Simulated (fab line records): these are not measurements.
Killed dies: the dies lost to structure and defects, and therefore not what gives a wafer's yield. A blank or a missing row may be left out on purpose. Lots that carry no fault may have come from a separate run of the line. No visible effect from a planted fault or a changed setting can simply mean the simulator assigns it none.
The tool behind it: which one?    flow sky130    11 lots, 33 wafers sampled, at 4 steps of a route of 708

WHAT THE GAUGES SHOWED, per wafer
SKY_CAPM_THK_MEAS_01. Usual: CAPM_CVD_00_THK 15.53 nm, standard deviation 0.29.
lot   measured      on             CAPM_CVD_00_THK (nm)  flag
L879  day 37 12:54  film-metro-03  15.20 15.59 15.84     
L880  day 37 21:50  film-metro-01  15.75 15.76 15.77     
L881  day 38 19:31  film-metro-04  15.05 14.92 15.23     
L884  day 39 04:37  film-metro-01  15.91 15.70 15.46     
L885  day 39 18:04  film-metro-03  15.21 15.09 15.24     
L886  day 39 20:18  film-metro-04  15.45 15.81 15.98     
L889  day 40 21:14  film-metro-01  15.21 8.79 8.61       OFF
L888  day 40 23:06  film-metro-04  15.70 15.89 15.91     
L890  day 41 03:22  film-metro-03  15.29 15.61 15.74     
L891  day 41 21:38  film-metro-03  15.41 8.56 8.83       OFF
L899  day 43 04:02  film-metro-03  15.41 15.55 15.71     

WHICH TOOL RAN EACH LOT (tool, then ch and the chambers of the sampled wafers, then the start)
lot   SKY_METAL2_ETCH_18                 SKY_METAL3_SPUTTER_01         SKY_CAPM_CVD_00
L879  rie-metal-03 ch 0,1, day 36 08:08  pvd-sputter-03, day 37 12:44  pecvd-04 ch 0,2, day 37 12:52
L880  rie-metal-04 ch 0,1, day 36 16:04  pvd-sputter-03, day 37 21:41  pecvd-03 ch 0,1,2, day 37 21:49
L881  rie-metal-04 ch 0,1, day 37 14:42  pvd-sputter-01, day 38 19:20  pecvd-04 ch 1,2, day 38 19:29
L884  rie-metal-02 ch 1, day 37 21:23    pvd-sputter-03, day 39 04:28  pecvd-03 ch 0,1,2, day 39 04:35
L885  rie-metal-02 ch 1, day 38 14:08    pvd-sputter-01, day 39 17:55  pecvd-04 ch 0,1, day 39 18:02
L886  rie-metal-04 ch 0,1, day 38 16:51  pvd-sputter-01, day 39 20:08  pecvd-03 ch 0,1,2, day 39 20:16
L889  rie-metal-02 ch 0,1, day 39 17:14  pvd-sputter-01, day 40 21:04  pecvd-04 ch 0,1, day 40 21:12
L888  rie-metal-02 ch 0,1, day 39 19:26  pvd-sputter-03, day 40 22:56  pecvd-03 ch 0,1, day 40 23:04
L890  rie-metal-04 ch 0,1, day 40 00:02  pvd-sputter-01, day 41 03:13  pecvd-03 ch 0,1, day 41 03:20
L891  rie-metal-02 ch 0,1, day 40 18:16  pvd-sputter-02, day 41 21:29  pecvd-04 ch 0,1, day 41 21:37
L899  rie-metal-03 ch 0,1, day 42 01:49  pvd-sputter-02, day 43 03:52  pecvd-03 ch 0,1, day 43 04:00
- SKY_METAL2_ETCH_18: etches BARC in N2/H2, stops on SiO2, time 45.9 s, target depth 60 nm.
- SKY_METAL3_SPUTTER_01: material TiN, target thk 20 nm, time 16.7 s.
- SKY_CAPM_CVD_00: deposits SiO2, target thk 15.5 nm.

WHAT THE TOOLS THEMSELVES READ (means of the sampled wafers that have a number; where no wafer has one, the mark that the record gives instead)
SKY_METAL2_ETCH_18. Usual: drypump-motor-current-A 5.9 A, standard deviation 0.56; h2-flow-sccm 200.0 sccm, standard deviation 0.59; oes-product-au 0.861 a.u., standard deviation 0.0049; throttle-valve-pct 13.225 %, standard deviation 0.0094.
lot   tool          drypump-motor-current-A (A)  h2-flow-sccm (sccm)  oes-product-au (a.u.)  throttle-valve-pct (%)  flag
L879  rie-metal-03  5.9                          199.8                0.858                  13.235                  
L880  rie-metal-04  6.0                          200.7                0.868                  13.235                  
L881  rie-metal-04  5.5                          199.8                0.856                  13.226                  
L884  rie-metal-02  5.9                          199.8                0.862                  13.218                  
L885  rie-metal-02  5.9                          199.9                0.864                  13.226                  
L886  rie-metal-04  5.5                          200.2                0.863                  13.216                  
L889  rie-metal-02  6.0                          200.3                0.856                  13.225                  
L888  rie-metal-02  6.1                          199.8                0.861                  13.218                  
L890  rie-metal-04  6.0                          199.2                0.863                  13.217                  
L891  rie-metal-02  6.1                          200.6                0.860                  13.221                  
L899  rie-metal-03  5.9                          199.5                0.855                  13.224                  

SKY_METAL3_SPUTTER_01. Usual: 29.6 % for throttle-valve-pct, sd 1.2.
lot   tool            throttle-valve-pct (%)  flag
L879  pvd-sputter-03  30.1                    
L880  pvd-sputter-03  29.3                    
L881  pvd-sputter-01  30.7                    
L884  pvd-sputter-03  29.4                    
L885  pvd-sputter-01  30.6                    
L886  pvd-sputter-01  29.8                    
L889  pvd-sputter-01  30.3                    
L888  pvd-sputter-03  28.7                    
L890  pvd-sputter-01  29.7                    
L891  pvd-sputter-02  29.7                    
L899  pvd-sputter-02  29.8                    

SKY_CAPM_CVD_00. Usual: heater-power-outer-w 390 W, standard deviation 79; heater-power-w 683 W, standard deviation 110.
lot   tool      heater-power-outer-w (W)  heater-power-w (W)  flag
L879  pecvd-04  464                       829                 
L880  pecvd-03  326                       597                 
L881  pecvd-04  502                       824                 
L884  pecvd-03  335                       613                 
L885  pecvd-04  481                       841                 
L886  pecvd-03  343                       626                 
L889  pecvd-04  452                       795                 
L888  pecvd-03  353                       622                 
L890  pecvd-03  392                       680                 
L891  pecvd-04  461                       816                 
L899  pecvd-03  338                       602                 

THE ANSWER, worked out from the rows above alone
Rule: a lot is off if the mean of its wafers that have a number lies more than 3 standard deviations from the usual mean. A lot without any number at a reading at which 4 lots or more have one is off too. Any other lot the step has rows for is counted as sound. After the gauges, taken in route order, come the tools' own readings; for these a lot's mean is taken, as printed above. The first step at which some lot is off is used, and at that step the reading that is off furthest; a lot without a number counts as furthest.
Off: L889, L891, seen at SKY_CAPM_THK_MEAS_01 (CAPM_CVD_00_THK).
A tool fits if, at a process step before that reading, it ran every lot that is off, and no sound lot after the first of them. Gauges at SKY_CAPM_THK_MEAS_01: tried the same way as those tools. One fits: SKY_CAPM_CVD_00 on pecvd-04. A fault onset in the window from L885 (day 39 18:02, its last sound lot) to L889 (day 40 21:12, its first lot off) fits.

WHAT THE SIMULATOR HAD PUT IN
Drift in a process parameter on pecvd-04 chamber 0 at SKY_CAPM_CVD_00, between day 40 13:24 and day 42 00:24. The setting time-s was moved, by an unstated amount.
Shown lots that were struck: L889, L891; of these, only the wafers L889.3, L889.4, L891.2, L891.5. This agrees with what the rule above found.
